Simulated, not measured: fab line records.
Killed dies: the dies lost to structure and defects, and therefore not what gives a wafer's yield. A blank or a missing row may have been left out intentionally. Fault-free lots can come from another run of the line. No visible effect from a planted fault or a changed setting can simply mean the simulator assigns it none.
Which tool did it?    flow sky130    36 wafers from 12 lots sampled at 4 of the route's 708 steps

WHAT EACH GAUGE READ, for each wafer
SKY_PAD_OPEN_BOW_MEAS_13. Usual: PAD_OPEN_BOW 47 um, standard deviation 10.
lot   measured      on             PAD_OPEN_BOW (um)  flag
L692  day 46 03:33  film_metro-01  39 39 52           
L693  day 46 06:05  film_metro-01  51 53 37           
L694  day 46 11:11  film_metro-03  53 53 43           
L697  day 46 23:22  film_metro-03  49 62 53           
L700  day 47 19:52  film_metro-04  51 57 63           
L701  day 48 06:32  film_metro-03  46 34 34           
L704  day 48 16:10  film_metro-01  41 48 44           
L706  day 49 04:53  film_metro-01  48 48 40           
L709  day 49 20:05  film_metro-04  41 38 24           
L711  day 50 13:13  film_metro-01  35 34 33           
L714  day 50 16:36  film_metro-03  64 49 44           
L715  day 51 03:52  film_metro-03  40 47 44           

EACH LOT AND THE TOOL THAT RAN IT (in order: tool; ch and the chambers of the sampled wafers; start)
lot   SKY_VIA1_CMP_02                SKY_VIA4_SPUTTER_17           SKY_PASSIVATION_STRIP_12
L692  cmp-01 ch 0,1,2, day 33 03:12  pvd_sputter-03, day 43 05:44  plasma_asher-01 ch 0,1, day 45 04:05
L693  cmp-02 ch 0,3, day 33 05:33    pvd_sputter-03, day 43 07:32  plasma_asher-03 ch 0,1, day 45 06:35
L694  cmp-01 ch 1,2, day 33 15:20    pvd_sputter-02, day 43 14:02  plasma_asher-04 ch 0,1, day 45 11:50
L697  cmp-01 ch 1,2,3, day 34 07:47  pvd_sputter-03, day 44 03:08  plasma_asher-03 ch 0,1, day 46 00:25
L700  cmp-02 ch 1,2,3, day 35 10:07  pvd_sputter-04, day 45 01:41  plasma_asher-03 ch 0,1, day 46 22:10
L701  cmp-01 ch 1,2,3, day 36 01:17  pvd_sputter-02, day 45 13:04  plasma_asher-04 ch 0,1, day 47 08:40
L704  cmp-02 ch 0,2,3, day 36 12:09  pvd_sputter-03, day 45 23:59  plasma_asher-03 ch 0,1, day 47 19:02
L706  cmp-02 ch 1,2, day 37 07:43    pvd_sputter-04, day 46 14:59  plasma_asher-04 ch 0,1, day 48 08:19
L709  cmp-02 ch 0,2,3, day 38 07:02  pvd_sputter-03, day 47 08:07  plasma_asher-01 ch 0,1, day 49 00:20
L711  cmp-02 ch 0,1,2, day 39 07:58  pvd_sputter-03, day 48 04:38  plasma_asher-01 ch 0,1, day 49 19:17
L714  cmp-02 ch 1,3, day 39 15:11    pvd_sputter-03, day 48 09:55  plasma_asher-01 ch 0,1, day 49 22:13
L715  cmp-02 ch 1,2, day 40 09:32    pvd_sputter-02, day 48 23:57  plasma_asher-04 ch 1, day 50 11:11
- SKY_VIA1_CMP_02: polishes SiO2.
- SKY_VIA4_SPUTTER_17: material TiN, target thk 20 nm, time 80 s.
- SKY_PASSIVATION_STRIP_12: strips in O2/N2.

WHAT THE TOOLS THEMSELVES READ (means of the sampled wafers that have a number; where no wafer has one, the mark that the record gives instead)
SKY_VIA1_CMP_02. Usual: motor_current_A 12.6 A, standard deviation 1; platen_rpm 60.00 rpm, standard deviation 0.039.
lot   tool    motor_current_A (A)  platen_rpm (rpm)  flag
L692  cmp-01  13.9                 59.98             
L693  cmp-02  12.9                 59.96             
L694  cmp-01  12.7                 60.01             
L697  cmp-01  12.2                 59.98             
L700  cmp-02  11.5                 60.00             
L701  cmp-01  12.9                 60.01             
L704  cmp-02  12.5                 60.01             
L706  cmp-02  11.7                 60.00             
L709  cmp-02  12.8                 60.04             
L711  cmp-02  12.5                 59.96             
L714  cmp-02  12.4                 60.00             
L715  cmp-02  11.5                 60.04             

SKY_VIA4_SPUTTER_17. Usual: 29.6 % for throttle_valve_pct, sd 0.98.
lot   tool            throttle_valve_pct (%)  flag
L692  pvd_sputter-03  29.1                    
L693  pvd_sputter-03  29.8                    
L694  pvd_sputter-02  29.3                    
L697  pvd_sputter-03  29.5                    
L700  pvd_sputter-04  30.6                    
L701  pvd_sputter-02  29.6                    
L704  pvd_sputter-03  29.6                    
L706  pvd_sputter-04  31.0                    
L709  pvd_sputter-03  29.2                    
L711  pvd_sputter-03  29.6                    
L714  pvd_sputter-03  29.3                    
L715  pvd_sputter-02  29.2                    

SKY_PASSIVATION_STRIP_12. Usual: drypump_motor_current_A 5.6 A, standard deviation 0.32; oes_product_au 0.661 a.u., standard deviation 0.0045; strip_time_to_endpoint_s 31.57 s, standard deviation 0.12.
lot   tool             drypump_motor_current_A (A)  oes_product_au (a.u.)  strip_time_to_endpoint_s (s)  flag
L692  plasma_asher-01  6.0                          0.662                  31.52                         
L693  plasma_asher-03  5.5                          0.660                  31.52                         
L694  plasma_asher-04  5.4                          0.660                  31.43                         
L697  plasma_asher-03  5.5                          0.662                  31.92                         
L700  plasma_asher-03  5.5                          0.665                  31.63                         
L701  plasma_asher-04  5.5                          0.660                  31.45                         
L704  plasma_asher-03  5.4                          0.662                  31.62                         
L706  plasma_asher-04  5.5                          0.659                  31.47                         
L709  plasma_asher-01  6.0                          0.659                  31.51                         
L711  plasma_asher-01  5.8                          0.664                  31.62                         
L714  plasma_asher-01  6.0                          0.655                  31.48                         
L715  plasma_asher-04  5.7                          0.662                  31.67                         

THE ANSWER, worked out from the rows above alone
Rule: lot off if the mean of its wafers having a number is beyond 3 standard deviations from the usual mean. A lot without any number at a reading at which 4 lots or more have one is off too. Where the step has rows for the other lots, those lots are counted as sound. Order of review: gauges by route order, followed by the tools' own readings, for which a lot's mean as printed above is used. The first step at which some lot is off is used, and at that step the reading that is off furthest; a lot without a number counts as furthest.
Nothing can be told from this: no lot is off at any reading shown.

WHAT HAD BEEN PUT IN BY THE SIMULATOR
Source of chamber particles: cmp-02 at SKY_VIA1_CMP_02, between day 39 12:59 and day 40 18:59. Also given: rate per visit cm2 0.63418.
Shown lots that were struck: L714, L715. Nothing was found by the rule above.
